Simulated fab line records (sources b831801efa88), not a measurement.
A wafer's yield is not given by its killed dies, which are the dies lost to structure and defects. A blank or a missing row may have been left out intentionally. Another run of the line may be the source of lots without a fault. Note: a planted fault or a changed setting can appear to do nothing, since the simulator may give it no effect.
Split-lot experiment	flow gf180mcu	23 wafers read from 5 lots, route of 602 steps

## THE SPLIT
At GF_HV_LDD_IMPLANT_48, the setting energy-kev was moved away from the recipe's 25 on 7 of the 23 wafers read, by +1.8% to +5.1%. For the rest of the wafers, this setting stayed at what the recipe calls for.

The split's own step is where the reading is taken.

## THE READING
implant.drp-nm (the simulator's own value, which no gauge read), in nm, at GF_HV_LDD_IMPLANT_48. There is no usual value for it anywhere in the file.

wafer	tool, chamber at the split	energy-kev as run	against the recipe	implant.drp-nm, nm	against lot-mates on the recipe
L075.1	implanter-04, 0	25	recipe	35.62	-
L075.3	implanter-04, 0	25	recipe	35.62	-
L075.5	implanter-04, 0	25	recipe	35.62	-
L075.2	implanter-04, 0	25.45	+1.8%	36.38	+0.76
L075.6	implanter-04, 0	25.45	+1.8%	36.38	+0.76
L076.1	implanter-02, 0	25	recipe	35.62	-
L076.2	implanter-02, 0	25	recipe	35.62	-
L076.6	implanter-02, 0	25	recipe	35.62	-
L076.3	implanter-02, 0	26.28	+5.1%	37.75	+2.13
L076.5	implanter-02, 0	26.28	+5.1%	37.75	+2.13
L079.1	implanter-01, 0	25.8	+3.2%	36.96	+1.34
L079.4	implanter-01, 0	25.8	+3.2%	36.96	+1.34
L079.5	implanter-01, 0	25.8	+3.2%	36.96	+1.34
L079.2	implanter-01, 0	25	recipe	35.62	-
L079.3	implanter-01, 0	25	recipe	35.62	-
L080.1	implanter-04, 0	25	recipe	35.62	-
L080.2	implanter-04, 0	25	recipe	35.62	-
L080.6	implanter-04, 0	25	recipe	35.62	-
L085.1	implanter-02, 0	25	recipe	35.62	-
L085.2	implanter-02, 0	25	recipe	35.62	-
L085.4	implanter-02, 0	25	recipe	35.62	-
L085.5	implanter-02, 0	25	recipe	35.62	-
L085.6	implanter-02, 0	25	recipe	35.62	-

THE FIT
A straight line over all 23 wafers: implant.drp-nm changes by +0.417 nm for each +1% of energy-kev; r = +1.00; the points scatter about the line by 0.0037 nm.
The same after taking each lot's own level away (the mean of its wafers on the recipe; 23 wafers): +0.417 nm for each +1%; r = +1.00; scatter 0.0037 nm.
According to that fit, moving energy-kev by its largest amount changes the reading by 2.1 nm.
The lots' own levels span 35.620 to 35.620 nm.
Hence the lot-to-lot level has little effect on the slope; both slopes agree.
Check: with one of the wafers moved furthest among these (+5.1%) left out of the fit, the line predicts +2.14 nm for it against its lot-mates. It came out at +2.13 nm against them.

## THESE WAFERS: OTHER SPLITS
These wafers also went through other splits before the reading. Each is held against what the fit with the lots' levels taken away leaves over:
other split on the same wafers	wafers away from the commonest value	r with implant.drp-nm (lot level and that fit taken away)
GF_DUAL_GATE_SOFTBAKE_07 temp-c	7	-0.63
GF_POLY_GATE_ETCH_13 time-s	5	+0.33
GF_HV_LDD_DEVELOP_06 develop-time-s	11	+0.54
GF_HV_LDD_COAT_14 resist-thk-nm	4	+0.24
GF_HV_LDD_IMPLANT_21 energy-kev	10	-0.44
GF_HV_LDD_DEVELOP_45 dev-temp-c	9	-0.51

## THE WHOLE CHAIN: every reading that the file lists as answering this split, in the file's order
step	what it does	reading	change (the file's fit)	r (the file's)
GF_HV_LDD_IMPLANT_48		implant.rp-nm (the simulator's own value, which no gauge read)	+0.818 nm for each +1% of the setting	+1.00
GF_HV_LDD_IMPLANT_48		implant.drp-nm (the simulator's own value, which no gauge read)	+0.415 nm for each +1% of the setting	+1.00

## FILE'S OWN FIT
implant.drp-nm changes by +0.415 nm for each +1% of energy-kev, r = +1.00.
